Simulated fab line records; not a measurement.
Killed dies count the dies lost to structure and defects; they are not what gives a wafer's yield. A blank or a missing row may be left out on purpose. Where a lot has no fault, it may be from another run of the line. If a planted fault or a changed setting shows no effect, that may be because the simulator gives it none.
A struck lot beside a sound one || flow sky130 || 26 out of 708 route steps
Sound: wafers L627.3, L627.5, L627.6. Struck: wafers L617.1, L617.3, L617.6. The cause comes at the end.
Each step with rows lists, per side, the tool, then ch with its chambers, then its first start. Under that, the readings that differ: sound wafers || struck wafers || difference of the means || sigmas: that difference in standard deviations of wafers without a fault.
alike: readings whose means differ by less than 2 such deviations, and words and numbers that are the same on both sides. not compared: withheld readings, readings that some wafer has no value for, bounds like >300 that may hide the same value, and numbers for which the record gives no deviation and whose values overlap.
Wherever a step has rows on one side only, a row that says differs or no value, or a row with sigmas, the two part there. Numbers that don't overlap but have no deviation are shown without sigmas and don't part them. A reading missing from all wafers of one side parts the sides only when that side holds two or more wafers.

SKY_PWDE_TW_MEAS_10:
  sound on filmMetro-02, day 7 10:02; struck on filmMetro-01, day 4 21:49
  alike: PWDE_TW
then, 7 steps without rows for these wafers: SKY_NWELL_DEHYDRATE_03 (time 60 s); SKY_NWELL_HMDS_04 (prime time 60 s); SKY_NWELL_COAT_05 (resist thk 3000 nm); SKY_NWELL_SOFTBAKE_06; SKY_NWELL_EXPOSE_07 (exposes mask NWM, target cd 840 nm); SKY_NWELL_PEB_08; SKY_NWELL_DEVELOP_09 (develop time 60 s).
SKY_NWELL_OVL_MEAS_10:
  sound on overlay-02, day 8 12:14; struck on overlay-01, day 5 15:44
  alike: NWELL_00_OVL
then, 3 steps without rows for these wafers: SKY_NWELL_IMPLANT_11; SKY_NWELL_IMPLANT_12; SKY_NWELL_IMPLANT_13.
SKY_NWELL_STRIP_14: strips in O2/N2.
  sound on plasmaAsher-01 ch 0,1, day 8 13:39; struck on plasmaAsher-04 ch 0,1, day 5 16:13
  no value came back on the struck wafers for chamberPressureMTorr (mTorr), drypumpMotorCurrentA (A), oesProductAu (a.u.), stripTimeToEndpointS (s); on the sound wafers chamberPressureMTorr (mTorr) reads 1502.2 1499.4 1499.2
{"reading": "model.coat_of_NWELL_COAT_05.thkNm (nm)", "sound": "0 0 0", "struck": "2995 2992 2992", "difference": "+2993", "sigmas": ""}
  not compared: rfHoursCounterH
SKY_NWELL_TW_MEAS_15:
  sound on filmMetro-02, day 8 13:44; struck on filmMetro-02, day 5 16:19
  alike: NWELL_TW
then, 7 steps without rows for these wafers: SKY_NWELL_DEHYDRATE_16 (time 60 s); SKY_NWELL_HMDS_17 (prime time 60 s); SKY_NWELL_COAT_18 (resist thk 3000 nm); SKY_NWELL_SOFTBAKE_19; SKY_NWELL_EXPOSE_20 (exposes mask NWM COMPLEMENT, target cd 840 nm); SKY_NWELL_PEB_21; SKY_NWELL_DEVELOP_22 (develop time 60 s).
SKY_NWELL_OVL_MEAS_23:
  sound on overlay-01, day 9 07:50; struck on overlay-02, day 6 10:47
  alike: NWELL_01_OVL
then, 1 step without rows for these wafers: SKY_NWELL_IMPLANT_24.
SKY_NWELL_STRIP_25: strips in O2/N2.
  sound on plasmaAsher-04 ch 0,1, day 9 08:03; struck on plasmaAsher-04 ch 0,1, day 6 10:58
{"reading": "oesProductAu (a.u.)", "sound": "0.725 0.724 0.720", "struck": "0.731 0.740 0.741", "difference": "+0.014", "sigmas": "+3"}
{"reading": "stripTimeToEndpointS (s)", "sound": "36.77 36.67 36.73", "struck": "81.01 81.05 81.05", "difference": "+44.31", "sigmas": "+99 or more"}
  alike: chamberPressureMTorr, drypumpMotorCurrentA
  not compared: rfHoursCounterH
SKY_NWELL_TW_MEAS_26:
  sound on filmMetro-03, day 9 08:08; struck on filmMetro-03, day 6 11:04
{"reading": "NWELL_2_TW", "sound": "497.6 498.4 497.8", "struck": "30.1 30.1 30.1", "difference": -467.8, "sigmas": "-99 or more"}
then, 1 step without rows for these wafers: SKY_NWELL_CLEAN_27 (cleans in SC1/SC2, time 150 s).

== WHERE THEY PART ==
Last at SKY_NWELL_TW_MEAS_26 as far as this record goes, first at SKY_NWELL_STRIP_14.

WHY: whatever the simulator had introduced
At SKY_NWELL_STRIP_14, the step was skipped entirely on plasmaAsher-04 from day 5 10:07 on. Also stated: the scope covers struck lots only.
